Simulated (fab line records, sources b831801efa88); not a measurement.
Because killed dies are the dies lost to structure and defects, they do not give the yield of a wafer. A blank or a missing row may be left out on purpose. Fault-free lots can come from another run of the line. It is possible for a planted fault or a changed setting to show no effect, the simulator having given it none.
Problem report, 8D (eight disciplines) form, completed by code :: flow sky130 :: the parts of the form that need people (team, actions taken, sign-off) are left out

1. WHAT IS WRONG
Across 6 wafers from 2 lots, SPACER_CVD_00_THK at SKY_SPACER_THK_MEAS_01 averages 37.8 nm, while fault-free wafers read 43.1 nm with a standard deviation of 0.42. That is -13 standard deviations from the usual mean.
First observed at day 23 18:28: wafer L400.1, on film_metro-04. Wafers with a number at this step in the record: 33, from 11 lots. Rule for "out", or "out of limits": more than 4 standard deviations from the usual mean. All remaining wafers that have a number are taken as sound.

2. WHAT IT IS AND WHAT IT IS NOT
question: which readings at this step
is: SPACER_CVD_00_THK
is not: -

question: which lots
is: L400, L402
is not: L398, L399, L412, L414, L415, L416, L417, L419, L420

question: which wafers of those lots
is: all that have a number
is not: -

question: read on which gauges
is: film_metro-04
is not: film_metro-01, film_metro-02

question: when
is: from day 23 18:28
is not: up to then (6 sound wafers); but 21 sound wafers of L412, L414, L415, L416, L417, L419, L420 came after

3. WHAT RULES OUT EACH SUSPECT
Counting: a tool stays on the suspect list if, at a process step up to the reading, it processed all lots that are out and no sound lot following the first of them.
- the gauge at SKY_SPACER_THK_MEAS_01 has been ruled out. All the wafers that are out were read on film_metro-04, but those of them that SKY_SPACER_CVD_00 has rows for are out there too, on other tools.
- lpcvd-02 at SKY_SPACER_CVD_00 (deposits Si3N4 from DCS/NH3, target thk 43.1 nm, time 740 s): ruled out as a lasting fault. Sound lots L412, L414, L415, L416, L417, L419, L420 ran on it after its first lot that is out, L400 (day 23 16:40).
Left after counting: nothing in the record.

4. THE CAUSE (what the simulator had put in)
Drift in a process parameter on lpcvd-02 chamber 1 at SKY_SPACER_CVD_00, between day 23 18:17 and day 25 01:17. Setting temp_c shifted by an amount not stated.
The count ruled it out by mistake, since the rule takes a fault to strike every lot its tool runs from the start of the fault on, and this one did not do so.

5. THE EFFECT CHAIN, in route order
Each row: a reading whose mean over the struck wafers that have a number lies more than 3 standard deviations from the usual. Scope: only readings with a usual standard deviation given in the record; hours: median across lots of the time from each lot's start at the first step in this table that gives one to its start at this step; sigmas: change in usual standard deviations.
hours: 0
step: SKY_SPACER_CVD_00
reading: spike_tc_centre_C
usual: 771.8 C
on struck wafers: 765.4
change: -6.4
sigmas: -4.6

hours: 0
step: SKY_SPACER_CVD_00
reading: spike_tc_lower_C
usual: 770.3 C
on struck wafers: 763.3
change: -7.0
sigmas: -7.8

hours: 0
step: SKY_SPACER_CVD_00
reading: spike_tc_top_C
usual: 784.6 C
on struck wafers: 779.6
change: -5.0
sigmas: -3.1

hours: 0
step: SKY_SPACER_CVD_00
reading: spike_tc_upper_C
usual: 770.5 C
on struck wafers: 763.3
change: -7.2
sigmas: -5.1

hours: 2
step: SKY_SPACER_THK_MEAS_01
reading: SPACER_CVD_00_THK
usual: 43.1 nm
on struck wafers: 37.8
change: -5.3
sigmas: -13

hours: 2
step: SKY_SPACER_ETCHBACK_02
reading: oes_product_au
usual: 0.855 a.u.
on struck wafers: 0.792
change: -0.063
sigmas: -9.7
Here are the process steps it includes:
- SKY_SPACER_CVD_00: deposits Si3N4 from DCS/NH3, target thk 43.1 nm, time 740 s.
- SKY_SPACER_ETCHBACK_02: etches Si3N4 in CH3F/O2, stops on SiO2, time 46.7 s, target depth 45 nm.
Later measuring or inspecting steps at which every struck wafer that the step has a row for has a number for every such reading, and none has moved that far: SKY_POLY_CUT_CD_MEAS_08.

6. HOW IT WOULD HAVE BEEN CAUGHT EARLIER
In this record the first reading out of limits at a measuring or inspecting step was taken at day 23 18:28, 0 hours after the fault began at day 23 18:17.
Tool's own readings at SKY_SPACER_CVD_00, spike_tc_lower_C, spike_tc_upper_C: out on all struck wafers the step has rows for; an alarm limit on them would have tripped on the first.
